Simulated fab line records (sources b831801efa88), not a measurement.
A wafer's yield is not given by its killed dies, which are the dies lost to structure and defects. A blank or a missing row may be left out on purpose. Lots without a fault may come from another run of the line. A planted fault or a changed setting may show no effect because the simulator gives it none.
The same fault as seen by 2 desks	flow gf180mcu	each desk holds nothing but its own numbers, with what lay behind them at the end

## AT THE METROLOGY DESK
Means of the sampled wafers that have a number, per lot and without regard to the tool the lot ran on: this is what the gauges read. A lot is out of limits, marked OUT, if its mean lies more than 4 standard deviations from the usual mean; the brackets give that distance.
Columns: A = V3_CVD_00_THK at GF_V3_THK_MEAS_01, usual 598 nm; B = V3_W_RS at GF_V3_RS_MEAS_24, usual 0.328 ohm/sq; C = V3_W_THK at GF_V3_THK_MEAS_25, usual 354 nm
lot	first seen here	A	B	C
L948	day 21 08:56	607	0.324	358
L949	day 22 22:14	592	0.326	359
L952	day 23 03:56	601	0.326	356
L951	day 23 04:32	598	0.327	356
L953	day 23 12:52	608	0.332	351
L954	day 24 01:56	599	0.321	365
L955	day 24 07:32	598	0.321	364
L961	day 26 13:38	595	0.328	356
L963	day 27 01:31	602	0.329	350
L966	day 27 19:28	596	0.332	349
L967	day 28 02:08	589	0.324	361
L969	day 28 14:25	605	0.331	348
This desk's finding: nothing out of limits on any of the 12 lots.

## AT THE TOOL OWNER'S DESK: cvdW-02
The tool's own readings at GF_V3_CVD_23 (deposits W, target thk 350 nm, time 104.9 s): means of the sampled wafers that have a number, for each lot that ran on this tool. A lot is out of limits, marked OUT, if its mean lies more than 4 standard deviations from the usual mean; the brackets give that distance.
Columns: A = chamberPressureTorr at GF_V3_CVD_23, usual 40.00 Torr; B = heaterPowerW at GF_V3_CVD_23, usual 799 W
lot	first seen here	A	B
L948	day 22 09:51	39.94	807
L952	day 24 03:25	40.03	817
L953	day 24 12:17	40.00	799
L954	day 25 01:08	43.51 (+40) OUT	799
L955	day 25 05:59	41.74 (+20) OUT	811
L966	day 28 16:51	39.98	799
L967	day 28 23:36	40.02	851
L969	day 29 10:32	40.03	805
Finding of this desk: L954, L955 out of limits; the first was L954 at day 25 01:08, on chamberPressureTorr at GF_V3_CVD_23. L948, L952, L953, L966, L967, L969: within limits.

## BROUGHT TOGETHER
An alarm could have come from the tool owner's desk at day 25 01:08, on L954, L955.
At the metrology desk, nothing out of limits was observed.
The metrology desk holds a record of L954, L955, inside its limits.
Every lot named ran GF_V3_CVD_23 on cvdW-02.

## WHAT THE SIMULATOR HAD PUT IN
cvdW-02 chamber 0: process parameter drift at GF_V3_CVD_23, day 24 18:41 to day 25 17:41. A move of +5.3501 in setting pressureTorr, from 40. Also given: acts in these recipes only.
Lots struck among those shown: L954, L955.
How many hours passed from the start of the fault until each desk's first out-of-limits reading: the tool owner's desk, 6.
